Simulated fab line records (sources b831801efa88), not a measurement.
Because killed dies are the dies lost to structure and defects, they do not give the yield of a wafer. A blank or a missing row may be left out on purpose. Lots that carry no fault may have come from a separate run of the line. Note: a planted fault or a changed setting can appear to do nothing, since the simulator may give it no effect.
2 desks, one fault / flow gf180mcu / each desk has only its own numbers; what lay behind them comes last

DESK OF THE TOOL OWNER: implanter-04
The tool's own readings at GF_NWELL_IMPLANT_08, given as means over the sampled wafers that have a number, one for each lot that went through this tool. If a lot's mean is further than 4 standard deviations from the usual mean, the lot is out of limits and carries the mark OUT (the distance appears in the brackets).
Columns: A = dose ions cm2 at GF_NWELL_IMPLANT_08, usual 1.4999e+13; B = faraday current uA at GF_NWELL_IMPLANT_08, usual 84.9
lot=L726; first seen here=day 3 13:19; A=1.5007e+13; B=84.3
lot=L734; first seen here=day 5 05:41; A=1.5005e+13; B=84.2
lot=L741; first seen here=day 6 22:29; A=8.7307e+12 (-99 or more) OUT; B=49.8 (-22) OUT
lot=L743; first seen here=day 7 10:37; A=8.7057e+12 (-99 or more) OUT; B=50.4 (-22) OUT
Finding of this desk: L741, L743 out of limits; the first was L741 at day 6 22:29, on dose ions cm2 at GF_NWELL_IMPLANT_08. L726, L734: within limits.

AT THE METROLOGY DESK
What the gauges read, lot by lot, whatever tool the lot ran on: means of the sampled wafers that have a number. If a lot's mean is further than 4 standard deviations from the usual mean, the lot is out of limits and carries the mark OUT (the distance appears in the brackets).
Columns: A = DNWELL_TW at GF_DNWELL_TW_MEAS_09, usual 1341; B = NWELL_TW at GF_NWELL_TW_MEAS_11, usual 1573; C = MVPSD_OVL at GF_MVPSD_OVL_MEAS_07, usual 0.3 nm; D = VT_IMPLANT_02_OVL at GF_VT_IMPLANT_OVL_MEAS_29, usual 0.8 nm; E = NWELL_RS at GF_VT_IMPLANT_RS_MEAS_47, usual 488.1 ohm/sq
lot=L725; first seen here=day 2 21:09; A=1318; B=1591; C=-0.9; D=-0.1; E=487.8
lot=L726; first seen here=day 3 01:12; A=1338; B=1538; C=0.3; D=0.3; E=489.0
lot=L727; first seen here=day 3 05:45; A=1376; B=1589; C=0.3; D=1.3; E=488.4
lot=L728; first seen here=day 3 12:51; A=1352; B=1585; C=-0.2; D=1.3; E=488.3
lot=L729; first seen here=day 3 18:12; A=1346; B=1531; C=-1.1; D=0.7; E=489.1
lot=L730; first seen here=day 4 00:35; A=1310; B=1580; C=1.3; D=1.6; E=486.6
lot=L731; first seen here=day 4 06:07; A=1371; B=1526; C=3.1; D=1.8; E=488.3
lot=L732; first seen here=day 4 09:25; A=1367; B=1587; C=0.1; D=2.1; E=489.4
lot=L733; first seen here=day 4 12:08; A=1349; B=1581; C=-1.0; D=-0.2; E=488.0
lot=L734; first seen here=day 4 15:38; A=1362; B=1578; C=0.1; D=0.8; E=488.1
lot=L735; first seen here=day 4 23:51; A=1328; B=1545; C=-1.6; D=-3.0; E=488.8
lot=L741; first seen here=day 6 07:08; A=1338; B=1371 (-9.6) OUT; C=-0.4; D=1.4; E=647.7 (+99 or more) OUT
lot=L743; first seen here=day 6 18:44; A=1322; B=1369 (-9.7) OUT; C=-0.9; D=-0.6; E=650.1 (+99 or more) OUT
Per this desk, out of limits: L741, L743; the first was L741, day 6 22:52 (NWELL_TW at GF_NWELL_TW_MEAS_11). L725, L726, L727, L728, L729, L730, L731, L732, L733, L734, L735: within limits.

PUT TOGETHER
An alarm could have come from the tool owner's desk at day 6 22:29, on L741, L743.
At day 6 22:52 the metrology desk could have sounded an alarm, on L741, L743.
Of the lots named, all ran GF_NWELL_IMPLANT_08 on implanter-04.

WHAT THE SIMULATOR PUT IN
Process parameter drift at GF_NWELL_IMPLANT_08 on implanter-04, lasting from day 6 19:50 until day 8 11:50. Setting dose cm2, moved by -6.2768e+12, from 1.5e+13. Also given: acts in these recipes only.
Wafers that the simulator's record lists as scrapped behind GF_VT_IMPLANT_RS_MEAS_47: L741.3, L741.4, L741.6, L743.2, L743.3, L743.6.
Lots struck among those shown: L741, L743.
Hours from the fault's start to each desk's first reading out of limits: the tool owner's desk, 3; the metrology desk, 3.
